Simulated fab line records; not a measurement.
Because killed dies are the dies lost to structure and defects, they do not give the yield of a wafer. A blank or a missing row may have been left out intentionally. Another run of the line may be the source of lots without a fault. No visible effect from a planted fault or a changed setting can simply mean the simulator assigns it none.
A single fault, viewed from 2 desks    flow gf180mcu    each desk has only its own numbers; what lay behind them comes last

== AT THE METROLOGY DESK ==
Lot by lot, what the gauges showed, no matter which tool ran the lot: averages of those sampled wafers that carry a number. Any lot whose mean is over 4 standard deviations away from the usual mean is out of limits and marked OUT; that distance is given in the brackets.
Columns: A = V5_BOW at GF_V5_BOW_MEAS_05, usual 135 um
lot   first seen here  A
L610  day 26 09:29     139
L611  day 26 15:50     137
L612  day 27 03:09     136
L613  day 27 09:21     142
L614  day 27 17:02     124
L616  day 28 08:31     132
L617  day 28 18:53     112
L618  day 29 00:38     135
L622  day 30 05:35     131
L623  day 30 10:02     138
L624  day 30 17:30     139
L625  day 31 00:13     150
L626  day 31 05:37     128
This desk's finding: nothing out of limits on any of the 13 lots.

== FOR THE TOOL OWNER'S DESK: pvd_sputter-03 ==
The tool's own readings at GF_M4_SPUTTER_04 (material TiN, target thk 50 nm, time 41.7 s): means of the sampled wafers that have a number, for each lot that ran on this tool. Any lot whose mean is over 4 standard deviations away from the usual mean is out of limits and marked OUT; that distance is given in the brackets.
Columns: A = throttle_valve_pct at GF_M4_SPUTTER_04, usual 29.8 %
lot   first seen here  A
L610  day 22 13:47     30.9
L611  day 22 21:19     30.2
L612  day 23 10:00     29.8
L614  day 23 23:47     29.7
L616  day 24 18:27     30.8
L622  day 26 17:47     30.0
L623  day 26 23:47     30.6
L624  day 27 06:59     30.1
L626  day 27 20:08     30.4
This desk's finding: nothing out of limits on any of the 9 lots.

== TAKEN TOGETHER ==
Nothing out of limits was seen by the metrology desk.
The tool owner's desk saw nothing out of limits.

== WHAT THE SIMULATOR PUT IN ==
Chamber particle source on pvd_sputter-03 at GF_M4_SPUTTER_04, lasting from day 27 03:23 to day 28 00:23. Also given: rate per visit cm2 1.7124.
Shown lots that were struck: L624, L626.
